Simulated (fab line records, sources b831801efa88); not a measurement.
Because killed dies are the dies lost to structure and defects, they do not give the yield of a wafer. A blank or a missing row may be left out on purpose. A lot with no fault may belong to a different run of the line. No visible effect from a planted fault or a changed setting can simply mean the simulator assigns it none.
Code-filled problem report in 8D (eight disciplines) form || flow gf180mcu || the parts of the form that need people (team, actions taken, sign-off) are left out

## 1. WHAT WENT WRONG
strip-time-to-endpoint-s at GF_MVPSD_STRIP_10 reads a mean of 34.96 s on 6 wafers of 2 lots; wafers without a fault read 36.98 s with a standard deviation of 0.11. That puts it -18 standard deviations away from the usual mean.
The step: strips in O2/N2.
First observed at day 7 07:03: wafer L822.1, on plasma-asher-03. The record holds 36 wafers of 13 lots with a number at this step. Rule for "out", or "out of limits": more than 4 standard deviations from the usual mean. All remaining wafers that have a number are taken as sound.

## 2. WHAT IT IS; WHAT IT IS NOT
{"question": "which readings at this step", "is": "strip-time-to-endpoint-s", "is not": "drypump-motor-current-A, heater-power-w, oes-product-au"}
{"question": "which lots", "is": "L822, L823", "is not": "L815, L816, L817, L819, L821, L827, L828, L829, L831, L834, L835"}
{"question": "which wafers of those lots", "is": "all that have a number", "is not": "-"}
{"question": "read on which tools", "is": "plasma-asher-03", "is not": "plasma-asher-01, plasma-asher-04"}
{"question": "when", "is": "from day 7 07:03", "is not": "up to then (14 sound wafers); but 16 sound wafers of L827, L828, L829, L831, L834, L835 came after"}

## 3. WHAT RULES OUT EACH SUSPECT
Counting: a tool at any process step up to the reading remains a suspect when it ran all the lots that are out and ran no sound lot after the first of those.
- litho-track-04 at GF_MVPSD_COAT_02 (resist thk 3000 nm): ruled out as a lasting fault. After its first lot that is out, L822 (day 6 22:47), sound lots L834 ran on it.
- plasma-asher-03 at GF_MVPSD_STRIP_10 (strips in O2/N2): ruled out as a lasting fault. After its first lot that is out, L822 (day 7 07:03), sound lots L827, L828, L831 ran on it.
Left after counting: nothing in the record.

## 4. THE CAUSE (what the simulator had put in)
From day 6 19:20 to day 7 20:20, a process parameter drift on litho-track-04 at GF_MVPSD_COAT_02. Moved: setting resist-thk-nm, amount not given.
The count ruled it out by mistake, since the rule takes a fault to strike every lot its tool runs from the start of the fault on, and this one did not do so.

## 5. THE EFFECT CHAIN, in route order
One row per reading whose mean, taken over the struck wafers that have a number, lies over 3 standard deviations from the usual. Only readings whose record carries a usual standard deviation are examined. hours: median over the lots of the time between each lot's start at the first step of this table that gives one and its start at this step. sigmas: the change, counted in usual standard deviations.
{"hours": 0, "step": "GF_MVPSD_STRIP_10", "reading": "strip-time-to-endpoint-s", "usual": "36.98 s", "on struck wafers": 34.96, "change": -2.02, "sigmas": -18}
It contains these process steps:
- GF_MVPSD_STRIP_10: strips in O2/N2.
Later measuring or inspecting steps at which every struck wafer that the step has a row for has a number for every such reading, and none has moved that far: GF_VT_IMPLANT_OVL_MEAS_07.

## 6. WHAT WOULD HAVE CAUGHT IT SOONER
The fault began at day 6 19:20; the first out-of-limits reading in this record came at day 7 07:03, 12 hours later.
Of the tool readings at GF_MVPSD_COAT_02 for which the record gives a usual standard deviation, none was out on any struck wafer, so an alarm limit of 4 standard deviations on them would not have fired.
